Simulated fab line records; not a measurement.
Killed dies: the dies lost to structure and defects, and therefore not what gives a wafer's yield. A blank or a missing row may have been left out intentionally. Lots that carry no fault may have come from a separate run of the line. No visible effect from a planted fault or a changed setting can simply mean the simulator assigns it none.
fab line records	flow gf180mcu
record lots=13	wafers=39	last_day=34
route steps=602 shown V4@479 M5@534 PASSIVATION@587
lots with no fault: from the same line, run without faults
start_h: start of the lot's first displayed wafer, in hours after the record's first day	wait_h: hours from the lot's prior step to this one	" identical to the entry in the row above	L1.1+2: a single row standing in for several wafers	- no value, or no start given	* or withheld: withheld	< > ~ a bound
route shown NAME@n: NAME is a module with steps in the file, n the number in the route of the first one	usual: average and standard deviation across the fault-free wafers	same: alike in all rows	chamber/n: place in a boat	sites: per-site readings	_std_site: the standard deviation of these	_edge_site: outer sites' mean less inner sites'	radius_mm: how far each site lies from the wafer's centre	mask NAME#n: copy n	behind: the last tool/chamber to shape the wafer	hold: what put the lot on hold/how long, in hours/how the hold closed	device: names the non-switching transistor (n, p or np)	end of line: the tests these same wafers got at the end of their route	for a step that has no rows: nothing shown but its recipe	killed: count of dies lost to structure and defects at first sort (not the wafer's yield)	map: dies across one wafer; x = killed, . = not, _ = none there
set.NAME: the setting that was run; set.NAME@STEP: the one run at that earlier step	model.NAME: the simulator's own value behind a step, which no gauge read
steps of the route over a sample of lots; a table a step, a row a wafer
services: when a tool's chamber went out of use (start_h, in hours from the record's first day, below 0 if earlier), for how many hours, and the reason
## steps
# step GF_V4_THK_MEAS_03
# recipe reads=SiO2_of_V4_CVD_02
# usual V4_CVD_02_THK=849/12
lot.wafer	tool	chamber	start_h	wait_h	V4_CVD_02_THK[nm]
L864.1	film_metro-01	-	558.35	0.0	845
L864.2	"	-	"	"	828
L864.3	"	-	"	"	837
L867.3	film_metro-03	-	582.34	0.1	833
L867.4	"	-	"	"	845
L867.5	"	-	"	"	860
L868.2	film_metro-03	-	591.14	0.0	839
L868.3	"	-	"	"	843
L868.5	"	-	"	"	860
L869.1	film_metro-03	-	601.43	0.0	842
L869.2	"	-	"	"	837
L869.4	"	-	"	"	861
L871.1	film_metro-01	-	613.56	0.0	841
L871.2	"	-	"	"	834
L871.6	"	-	"	"	854
L874.3	film_metro-04	-	636.05	0.1	835
L874.5	"	-	"	"	848
L874.6	"	-	"	"	833
L875.1	film_metro-04	-	641.39	0.0	846
L875.3	"	-	"	"	833
L875.6	"	-	"	"	858
L876.1	film_metro-01	-	651.46	0.0	842
L876.2	"	-	"	"	847
L876.4	"	-	"	"	849
L877.2	film_metro-04	-	660.27	0.0	844
L877.3	"	-	"	"	850
L877.4	"	-	"	"	864
L881.1	film_metro-03	-	686.73	0.0	860
L881.2	"	-	"	"	845
L881.3	"	-	"	"	840
L883.4	film_metro-01	-	694.87	0.0	852
L883.5	"	-	"	"	863
L883.6	"	-	"	"	850
L884.2	film_metro-03	-	703.15	0.0	836
L884.4	"	-	"	"	846
L884.6	"	-	"	"	838
L885.1	film_metro-01	-	710.49	0.0	839
L885.5	"	-	"	"	858
L885.6	"	-	"	"	858
# step GF_V4_CMP_26
# recipe stop_on=SiO2	down_force_psi=3.5	platen_rpm=60	t_overpolish_s=15	target_thk_nm=0	pad_velocity_m_s=0.94248
# usual motor_current_A=11.6/1.6	overpolish_run_s=15.000/0.0086	time_to_endpoint_s=89/3.7
lot.wafer	tool	chamber	start_h	wait_h	motor_current_A	overpolish_run_s	time_to_endpoint_s
L864.3	cmp-02	2	582.12	0.1	11.3	15.004	87
L864.1	"	3	"	"	11.6	14.984	88
L864.2	"	0	"	"	8.7	15.003	86
L867.4	cmp-02	1	604.64	0.0	11.4	14.993	87
L867.3	"	2	"	"	11.6	14.994	89
L867.5	"	2	"	"	11.4	15.004	91
L868.3	cmp-01	0	614.09	0.0	11.0	14.983	85
L868.2	"	2	"	"	10.7	14.993	80
L868.5	"	0	"	"	11.7	14.993	90
L869.1	cmp-01	1	624.06	0.1	14.6	15.002	88
L869.2	"	2	"	"	11.1	15.012	88
L869.4	"	3	"	"	12.7	14.988	90
L871.2	cmp-02	0	634.93	0.1	8.6	14.988	86
L871.1	"	1	"	"	11.1	14.993	82
L871.6	"	2	"	"	11.8	14.998	88
L874.3	cmp-02	2	657.34	0.1	11.1	15.009	91
L874.6	"	1	"	"	11.7	15.007	83
L874.5	"	2	"	"	11.2	14.994	89
L875.3	cmp-01	2	662.94	0.0	11.3	15.004	85
L875.1	"	0	"	"	11.4	15.008	94
L875.6	"	3	"	"	12.9	15.012	93
L876.4	cmp-02	2	672.82	0.0	10.6	14.989	87
L876.1	"	3	"	"	12.0	14.996	87
L876.2	"	0	"	"	8.8	15.009	86
L877.3	cmp-01	0	680.71	0.0	11.4	14.990	94
L877.4	"	1	"	"	14.3	15.012	91
L877.2	"	3	"	"	12.4	15.005	92
L881.2	cmp-02	0	707.13	0.0	9.1	15.010	82
L881.1	"	1	"	"	11.4	15.001	82
L881.3	"	2	"	"	11.1	15.013	88
L883.4	cmp-01	2	714.65	0.1	10.7	15.010	85
L883.6	"	1	"	"	14.2	15.003	90
L883.5	"	2	"	"	11.2	14.997	86
L884.2	cmp-01	0	722.83	0.1	10.9	15.002	90
L884.4	"	1	"	"	15.1	15.006	93
L884.6	"	2	"	"	11.2	14.994	88
L885.1	cmp-01	3	729.93	0.1	13.2	14.994	96
L885.5	"	3	"	"	12.5	15.020	93
L885.6	"	0	"	"	11.6	14.998	90
# step GF_M5_OVL_MEAS_08
# usual M5_OVL=-2/5.3
lot.wafer	tool	chamber	start_h	wait_h	M5_OVL[nm]
L864.1	overlay-02	-	624.92	0.1	6
L864.2	"	-	"	"	-1
L864.3	"	-	"	"	5
L867.3	overlay-01	-	646.43	0.1	-3
L867.4	"	-	"	"	0
L867.5	"	-	"	"	-2
L868.2	overlay-01	-	655.25	0.1	-3
L868.3	"	-	"	"	4
L868.5	"	-	"	"	-2
L869.1	overlay-02	-	666.22	0.1	-6
L869.2	"	-	"	"	-5
L869.4	"	-	"	"	-4
L871.1	overlay-01	-	674.83	0.1	-9
L871.2	"	-	"	"	-7
L871.6	"	-	"	"	-2
L874.3	overlay-02	-	696.34	0.1	8
L874.5	"	-	"	"	3
L874.6	"	-	"	"	6
L875.1	overlay-01	-	702.30	0.1	-2
L875.3	"	-	"	"	-4
L875.6	"	-	"	"	3
L876.1	overlay-01	-	712.23	0.1	-3
L876.2	"	-	"	"	-4
L876.4	"	-	"	"	-6
L877.2	overlay-02	-	717.93	0.1	-4
L877.3	"	-	"	"	-9
L877.4	"	-	"	"	-9
L881.1	overlay-02	-	743.85	0.1	9
L881.2	"	-	"	"	7
L881.3	"	-	"	"	1
L883.4	overlay-02	-	750.45	0.1	-1
L883.5	"	-	"	"	-2
L883.6	"	-	"	"	-7
L884.2	overlay-01	-	757.78	0.1	-13
L884.4	"	-	"	"	-4
L884.6	"	-	"	"	-4
L885.1	overlay-01	-	764.05	0.1	1
L885.5	"	-	"	"	-2
L885.6	"	-	"	"	8
# step GF_PASSIVATION_CVD_00
# recipe material=SiO2	target_thk_nm=1000	precursor=TEOS	temp_c=400	time_s=111.95	rf_w=600
# usual heater_power_w=658/100
lot.wafer	tool	chamber	start_h	wait_h	heater_power_w
L864.1	pecvd-02	0	669.09	0.0	648
L864.2	"	2	"	"	659
L864.3	"	1	"	"	695
L867.3	pecvd-02	0	689.49	0.0	614
L867.4	"	0	"	"	654
L867.5	"	2	"	"	611
L868.2	pecvd-02	0	697.36	0.0	551
L868.3	"	1	"	"	722
L868.5	"	2	"	"	686
L869.1	pecvd-03	0	708.66	0.0	637
L869.2	"	1	"	"	539
L869.4	"	2	"	"	470
L871.1	pecvd-03	1	715.79	0.0	521
L871.2	"	0	"	"	716
L871.6	"	1	"	"	568
L874.3	pecvd-02	1	736.79	0.0	697
L874.5	"	1	"	"	582
L874.6	"	0	"	"	514
L875.1	pecvd-01	2	740.89	0.0	692
L875.3	"	0	"	"	815
L875.6	"	0	"	"	684
L876.1	pecvd-01	2	751.19	0.0	711
L876.2	"	0	"	"	776
L876.4	"	0	"	"	826
L877.2	pecvd-01	2	755.64	0.0	728
L877.3	"	0	"	"	782
L877.4	"	0	"	"	843
L881.1	pecvd-03	0	779.33	0.0	659
L881.2	"	2	"	"	539
L881.3	"	1	"	"	467
L883.4	pecvd-03	2	786.33	0.0	473
L883.5	"	0	"	"	764
L883.6	"	1	"	"	587
L884.2	pecvd-03	1	793.09	0.0	520
L884.4	"	0	"	"	626
L884.6	"	2	"	"	617
L885.1	pecvd-02	1	799.19	0.0	561
L885.5	"	0	"	"	521
L885.6	"	2	"	"	754
# step GF_PASSIVATION_THK_MEAS_01
# recipe reads=SiO2_of_PASSIVATION_CVD_00
# usual PASSIVATION_CVD_00_THK=997/13
lot.wafer	tool	chamber	start_h	wait_h	PASSIVATION_CVD_00_THK[nm]
L864.1	film_metro-04	-	669.17	0.0	996
L864.2	"	-	"	"	989
L864.3	"	-	"	"	984
L867.3	film_metro-03	-	689.59	0.1	997
L867.4	"	-	"	"	1004
L867.5	"	-	"	"	1006
L868.2	film_metro-04	-	697.44	0.0	969
L868.3	"	-	"	"	977
L868.5	"	-	"	"	992
L869.1	film_metro-03	-	708.74	0.0	995
L869.2	"	-	"	"	989
L869.4	"	-	"	"	987
L871.1	film_metro-01	-	715.87	0.0	1009
L871.2	"	-	"	"	1001
L871.6	"	-	"	"	1008
L874.3	film_metro-04	-	736.89	0.1	992
L874.5	"	-	"	"	1015
L874.6	"	-	"	"	1015
L875.1	film_metro-03	-	740.97	0.0	979
L875.3	"	-	"	"	981
L875.6	"	-	"	"	1012
L876.1	film_metro-01	-	751.27	0.0	642
L876.2	"	-	"	"	992
L876.4	"	-	"	"	1007
L877.2	film_metro-04	-	755.73	0.0	620
L877.3	"	-	"	"	996
L877.4	"	-	"	"	1010
L881.1	film_metro-03	-	779.41	0.0	1002
L881.2	"	-	"	"	993
L881.3	"	-	"	"	989
L883.4	film_metro-04	-	786.40	0.0	1001
L883.5	"	-	"	"	1014
L883.6	"	-	"	"	1013
L884.2	film_metro-04	-	793.18	0.0	975
L884.4	"	-	"	"	1007
L884.6	"	-	"	"	983
L885.1	film_metro-04	-	799.27	0.0	995
L885.5	"	-	"	"	1014
L885.6	"	-	"	"	1018
## services
tool	chamber	start_h	hours	kind
cmp-02	-	563.98	1.8	repair
cmp-02	-	572.06	4.0	pm
cmp-02	-	576.06	-	consumable_replace:conditioner
cmp-02	-	576.06	-	consumable_replace:pad
pecvd-02	-	591.12	14.0	pm
pecvd-02	0	591.12	14.0	vent_cycle
pecvd-02	1	591.12	14.0	vent_cycle
pecvd-02	2	591.12	19.8	vent_cycle
pecvd-02	2	600.35	10.6	repair
pecvd-03	0	601.96	-	calibration
cmp-02	-	604.94	4.8	pm
pecvd-02	0	605.12	-	clean
pecvd-03	-	623.91	2.0	repair
cmp-01	-	637.20	1.9	repair
pecvd-01	0	679.32	3.0	repair
pecvd-02	-	686.24	1.5	repair
pecvd-03	0	727.47	4.9	repair
cmp-02	-	744.08	0.6	repair
cmp-01	-	749.76	4.0	pm
cmp-01	-	753.76	-	consumable_replace:conditioner
cmp-01	-	753.76	-	consumable_replace:pad
cmp-01	-	771.97	6.7	pm
cmp-01	-	789.07	2.3	repair
pecvd-03	-	793.87	0.8	repair
## key
first_sign step=GF_PASSIVATION_THK_MEAS_01	reading=PASSIVATION_CVD_00_THK	direction=down	sigmas=29	usual=997	struck=631
effect none on later readings
met_at GF_PASSIVATION_CVD_00
struck_lots L876,L877
struck_wafers L876.1,L877.2
not_acting_at GF_V4_THK_MEAS_03,GF_V4_CMP_26,GF_M5_OVL_MEAS_08
onset_between 740.89 751.19
fault kind=process_parameter_drift	tool=pecvd-01	chamber=2	onset_h=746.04	steps=GF_PASSIVATION_CVD_00	channel=target_thk_nm	offset=-371.33	shape=step	end_h=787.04	acts_in=these_recipes_only	stated=1000
